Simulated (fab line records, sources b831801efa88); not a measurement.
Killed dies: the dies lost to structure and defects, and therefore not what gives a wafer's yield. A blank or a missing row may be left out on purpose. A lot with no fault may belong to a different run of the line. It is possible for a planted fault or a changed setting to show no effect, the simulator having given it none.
The tool behind it: which one? | flow gf180mcu | 14 lots with 42 wafers sampled at 2 steps, on a route of 602 steps

== WHAT THE GAUGES SHOWED, per wafer ==
GF_HV_LDD_RS_MEAS_53: measurement is done with a four-point probe.
lot  | measured     | on            | HV_LDD_RS (ohm/sq)
L445 | day 12 16:54 | film metro-04 | 417.5 417.1 417.1
L446 | day 12 19:52 | film metro-01 | 419.2 419.8 418.9
L447 | day 13 07:54 | film metro-03 | 418.8 419.1 418.9
L448 | day 13 12:38 | film metro-01 | 418.3 418.8 418.6
L450 | day 14 09:36 | film metro-01 | 417.2 416.8 416.4
L452 | day 15 06:17 | film metro-03 | 417.9 417.2 419.1
L453 | day 15 11:35 | film metro-01 | 418.4 417.1 418.7
L454 | day 15 17:59 | film metro-03 | 416.8 418.0 418.7
L457 | day 16 18:32 | film metro-04 | - - -
L459 | day 17 13:21 | film metro-04 | 418.0 418.0 418.0
L461 | day 18 01:32 | film metro-01 | - - -
L464 | day 19 02:30 | film metro-01 | 417.7 418.1 417.9
L465 | day 19 14:14 | film metro-01 | 420.7 418.6 418.9
L466 | day 20 07:14 | film metro-01 | 419.2 419.6 419.5

== TOOL THAT RAN EACH LOT (tool first, then ch and the chambers of the sampled wafers, then the start) ==
lot  | GF_HV_LDD_IMPLANT_35
L445 | implanter-02 ch 0, day 11 21:49
L446 | implanter-02 ch 0, day 11 23:39
L447 | implanter-04 ch 0, day 12 11:58
L448 | implanter-03 ch 0, day 12 16:07
L450 | implanter-04 ch 0, day 13 12:10
L452 | implanter-03 ch 0, day 14 08:01
L453 | implanter-04 ch 0, day 14 13:52
L454 | implanter-02 ch 0, day 14 20:10
L457 | implanter-02 ch 0, day 15 18:52
L459 | implanter-04 ch 0, day 16 14:13
L461 | implanter-02 ch 0, day 17 01:57
L464 | implanter-03 ch 0, day 18 02:22
L465 | implanter-04 ch 0, day 18 13:01
L466 | implanter-04 ch 0, day 19 06:58
- GF_HV_LDD_IMPLANT_35

== WHAT THE TOOLS THEMSELVES READ (means of the sampled wafers that have a number; where no wafer has one, the mark that the record gives instead) ==
The record holds no such reading with a usual standard deviation.

== THE ANSWER, worked out from the rows above alone ==
Rule: the usual values come from the lots themselves. Put in order of their means at a reading, lots are off if they are a third of the lots or fewer, leave a main group of 4 or more, and stand apart from it by a gap of 3 or more times the standard deviation of the main group's means; of several such gaps the widest counts. If all means in a main group match to the digits the tables above print for the reading, that group is not used. A lot without any number at a reading at which 4 lots or more have one is off too. The other lots that the step has rows for count as sound. Order of review: gauges by route order, followed by the tools' own readings, for which a lot's mean as printed above is used. The first step at which some lot is off is used, and at that step the reading that is off furthest; a lot without a number counts as furthest.
Off: L457, L461, at GF_HV_LDD_RS_MEAS_53 (HV_LDD_RS). Without a number there: L457, L461. The main group: mean 418.3 ohm/sq, standard deviation 0.81.
A tool fits if, at a process step before that reading, it ran every lot that is off, and no sound lot after the first of them. Those tools and the gauges at GF_HV_LDD_RS_MEAS_53 are tried in the same way. One candidate fits, namely implanter-02 at GF_HV_LDD_IMPLANT_35. Its last sound lot is L454 (day 14 20:10), its first lot that is off L457 (day 15 18:52): a fault that began between those two fits.

== WHAT THE SIMULATOR HAD INSERTED ==
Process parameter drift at GF_HV_LDD_IMPLANT_35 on implanter-02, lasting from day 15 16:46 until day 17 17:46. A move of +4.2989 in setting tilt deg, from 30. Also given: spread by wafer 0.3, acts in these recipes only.
Struck lots among those shown: L457, L461. Same finding as the rule above.
